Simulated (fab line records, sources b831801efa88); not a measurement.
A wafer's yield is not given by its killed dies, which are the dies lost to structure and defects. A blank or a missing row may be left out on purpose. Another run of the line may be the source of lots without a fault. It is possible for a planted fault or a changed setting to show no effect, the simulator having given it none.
Which tool did it? ; flow sky130 ; Sampling: 12 lots, 36 wafers, 5 of 708 route steps

== WHAT EACH GAUGE READ, for each wafer ==
SKY_SONOS_ONO_CD_MEAS_13 targets a cd of 410 nm.
lot;measured;on;cd-nm (nm)
L222;day 13 06:51;cd-sem-01;411.4 412.9 410.3
L221;day 13 09:03;cd-sem-02;409.6 409.2 408.8
L226;day 14 02:00;cd-sem-01;411.1 410.0 409.9
L229;day 15 08:00;cd-sem-01;410.3 410.4 410.3
L231;day 16 08:32;cd-sem-02;413.3 410.8 412.1
L233;day 16 17:04;cd-sem-02;405.9 407.3 405.6
L234;day 16 22:29;cd-sem-01;409.2 407.2 408.0
L238;day 18 12:40;cd-sem-01;409.4 410.1 408.3
L239;day 18 21:05;cd-sem-01;407.8 406.3 408.8
L241;day 19 11:23;cd-sem-02;410.3 409.5 411.7
L242;day 20 00:01;cd-sem-01;411.6 412.4 413.8
L244;day 20 05:57;cd-sem-01;408.4 409.1 410.7

SKY_METAL2_THK_MEAS_06: measures by xrf.
lot;measured;on;METAL2_ALCU_THK (nm)
L222;day 34 22:15;film-metro-02;250.3 255.8 251.8
L221;day 34 18:39;film-metro-02;255.5 251.3 250.9
L226;day 35 09:10;film-metro-03;252.1 253.5 253.3
L229;day 36 20:31;film-metro-02;249.5 251.9 257.4
L231;day 37 17:52;film-metro-02;248.6 252.8 250.4
L233;day 38 00:56;film-metro-02;248.0 252.0 250.1
L234;day 38 02:45;film-metro-01;254.5 252.4 253.7
L238;day 39 12:32;film-metro-02;265.9 255.8 268.6
L239;day 39 16:02;film-metro-03;252.1 256.5 253.9
L241;day 40 05:53;film-metro-01;246.3 251.2 247.8
L242;day 40 12:12;film-metro-01;254.8 257.3 254.5
L244;day 40 17:53;film-metro-03;253.8 251.3 253.4

== WHAT TOOL EACH LOT RAN ON (gives the tool, then ch and the chambers of the sampled wafers, and finally the start) ==
lot;SKY_LI_CONTACT_ETCH_15;SKY_LOCAL_INTERCONNECT_SPUTTER_00;SKY_METAL2_SPUTTER_04
L222;rie-diel-03 ch 1,2,3, day 30 01:08;pvd-sputter-03, day 30 02:16;pvd-sputter-03, day 34 22:04
L221;rie-diel-04 ch 0,1,2, day 29 22:03;pvd-sputter-03, day 29 23:10;pvd-sputter-03, day 34 18:28
L226;rie-diel-04 ch 1,2,3, day 30 13:11;pvd-sputter-02, day 30 14:19;pvd-sputter-01, day 35 09:00
L229;rie-diel-01 ch 0,1,2, day 32 04:06;pvd-sputter-03, day 32 05:13;pvd-sputter-03, day 36 20:20
L231;rie-diel-03 ch 0,1,3, day 33 02:23;pvd-sputter-03, day 33 03:30;pvd-sputter-02, day 37 17:41
L233;rie-diel-03 ch 1,2,3, day 33 09:41;pvd-sputter-03, day 33 10:48;pvd-sputter-03, day 38 00:46
L234;rie-diel-01 ch 1,2,3, day 33 12:11;pvd-sputter-03, day 33 13:20;pvd-sputter-03, day 38 02:34
L238;rie-diel-04 ch 2,3, day 34 23:39;pvd-sputter-03, day 35 00:47;pvd-sputter-03, day 39 12:21
L239;rie-diel-01 ch 1,2, day 35 05:11;pvd-sputter-03, day 35 06:19;pvd-sputter-01, day 39 15:52
L241;rie-diel-01 ch 0,1,2, day 35 18:08;pvd-sputter-02, day 35 19:16;pvd-sputter-02, day 40 05:43
L242;rie-diel-04 ch 0,2,3, day 36 01:32;pvd-sputter-03, day 36 02:40;pvd-sputter-01, day 40 12:01
L244;rie-diel-04 ch 0,1,3, day 36 06:38;pvd-sputter-03, day 36 07:45;pvd-sputter-01, day 40 17:43
- SKY_LI_CONTACT_ETCH_15: etches PSG in C4F8/O2/Ar, stops on Si, target depth 600 nm.
- SKY_LOCAL_INTERCONNECT_SPUTTER_00: material TiN, target thk 100 nm, time 83.3 s.
- SKY_METAL2_SPUTTER_04: material TiN, target thk 70 nm, time 58.3 s.

== WHAT THE TOOLS THEMSELVES READ (means of the sampled wafers that have a number; where no wafer has one, the mark that the record gives instead) ==
SKY_LI_CONTACT_ETCH_15.
lot;tool;bias-w (W);oes-product-au (a.u.)
L222;rie-diel-03;1200;0.836
L221;rie-diel-04;1197;0.839
L226;rie-diel-04;1199;0.833
L229;rie-diel-01;1200;0.839
L231;rie-diel-03;1200;0.832
L233;rie-diel-03;1204;0.834
L234;rie-diel-01;1200;0.843
L238;rie-diel-04;1200;0.833
L239;rie-diel-01;1197;0.833
L241;rie-diel-01;1198;0.834
L242;rie-diel-04;1200;0.837
L244;rie-diel-04;1198;0.835

SKY_LOCAL_INTERCONNECT_SPUTTER_00.
lot;tool;throttle-valve-pct (%)
L222;pvd-sputter-03;30.2
L221;pvd-sputter-03;30.4
L226;pvd-sputter-02;29.9
L229;pvd-sputter-03;29.9
L231;pvd-sputter-03;29.8
L233;pvd-sputter-03;30.0
L234;pvd-sputter-03;29.9
L238;pvd-sputter-03;30.5
L239;pvd-sputter-03;29.3
L241;pvd-sputter-02;30.4
L242;pvd-sputter-03;29.9
L244;pvd-sputter-03;29.9

SKY_METAL2_SPUTTER_04.
lot;tool;throttle-valve-pct (%)
L222;pvd-sputter-03;29.8
L221;pvd-sputter-03;30.1
L226;pvd-sputter-01;30.0
L229;pvd-sputter-03;29.7
L231;pvd-sputter-02;30.1
L233;pvd-sputter-03;29.4
L234;pvd-sputter-03;29.5
L238;pvd-sputter-03;30.6
L239;pvd-sputter-01;30.0
L241;pvd-sputter-02;31.0
L242;pvd-sputter-01;30.8
L244;pvd-sputter-01;30.0

== THE ANSWER, worked out from the rows above alone ==
Rule: what is usual is taken from the lots themselves. The widest of any qualifying gaps counts: lots, ordered by their means at a reading, are off when they make up no more than a third of the lots, leave a main group of 4 or more, and stand apart from it by 3 or more times the standard deviation of that group's means. If all means in a main group match to the digits the tables above print for the reading, that group is not used. Also off: a lot with no number at a reading for which 4 or more lots have one. Where the step has rows for the other lots, those lots are counted as sound. The gauges are gone through in route order, then the tools' own readings, and for those a lot's mean is taken as printed above. At the first step where some lot is off, the reading lying furthest off is the one used; lots without a number count as furthest.
Off: L238, at SKY_METAL2_THK_MEAS_06 (METAL2_ALCU_THK). Mean 252.4 nm and standard deviation 1.9 in the main group.
A tool fits if, at a process step before that reading, it ran every lot that is off, and no sound lot after the first of them. Gauges at SKY_METAL2_THK_MEAS_06: tried the same way as those tools. Can't be told from this: 2 tools fit, pvd-sputter-03 at SKY_METAL2_SPUTTER_04, film-metro-02 at SKY_METAL2_THK_MEAS_06.

== WHAT THE SIMULATOR HAD INSERTED ==
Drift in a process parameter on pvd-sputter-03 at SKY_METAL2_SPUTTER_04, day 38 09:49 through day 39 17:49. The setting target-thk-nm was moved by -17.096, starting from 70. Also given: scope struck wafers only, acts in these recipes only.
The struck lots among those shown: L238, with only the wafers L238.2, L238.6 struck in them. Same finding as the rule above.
